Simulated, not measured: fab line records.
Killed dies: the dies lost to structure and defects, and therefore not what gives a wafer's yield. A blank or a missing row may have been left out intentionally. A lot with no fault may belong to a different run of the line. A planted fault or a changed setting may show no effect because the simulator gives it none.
One fault through the eyes of 2 desks | flow gf180mcu | only its own numbers are on each desk; what lay behind them is given at the end

== DESK OF THE TOOL OWNER: rie-diel-01 ==
The tool's own readings at GF_M5_ETCH_09 (etches Si3N4 in CF4/O2, target depth 52 nm, time 11.6 s): means of the sampled wafers that have a number, for each lot that ran on this tool. The brackets show how far a lot's mean lies from the usual mean; more than 4 standard deviations puts the lot out of limits, marked OUT.
Columns: A = drypump-motor-current-A at GF_M5_ETCH_09, usual 6.1 A; B = oes-product-au at GF_M5_ETCH_09, usual 1.003 a.u.; C = throttle-valve-pct at GF_M5_ETCH_09, usual 5.971 %
lot  | first seen here | A   | B     | C
L470 | day 27 21:07    | 6.0 | 0.997 | 5.971
L469 | day 28 01:13    | 6.0 | 0.999 | 5.967
L483 | day 31 16:20    | 6.2 | 1.009 | 5.973
Finding of this desk: none of the 3 lots has anything out of limits.

== FROM THE METROLOGY DESK ==
Lot by lot, what the gauges showed, no matter which tool ran the lot: averages of those sampled wafers that carry a number. The brackets show how far a lot's mean lies from the usual mean; more than 4 standard deviations puts the lot out of limits, marked OUT.
Columns: A = cd-nm at GF_M5_CD_MEAS_07, usual 279.9 nm; B = M5_OVL at GF_M5_OVL_MEAS_08, usual 1 nm
lot  | first seen here | A     | B
L466 | day 26 14:31    | 279.0 | 3
L470 | day 27 21:01    | 279.8 | 8
L469 | day 28 01:04    | 280.8 | 6
L477 | day 30 02:23    | 280.5 | -2
L478 | day 30 07:18    | 280.0 | 8
L483 | day 31 16:13    | 280.5 | 7
Finding of this desk: none of the 6 lots has anything out of limits.

== TAKEN TOGETHER ==
Nothing out of limits was seen by the tool owner's desk.
From the metrology desk's view, nothing was out of limits.

== WHAT THE SIMULATOR HAD PUT IN ==
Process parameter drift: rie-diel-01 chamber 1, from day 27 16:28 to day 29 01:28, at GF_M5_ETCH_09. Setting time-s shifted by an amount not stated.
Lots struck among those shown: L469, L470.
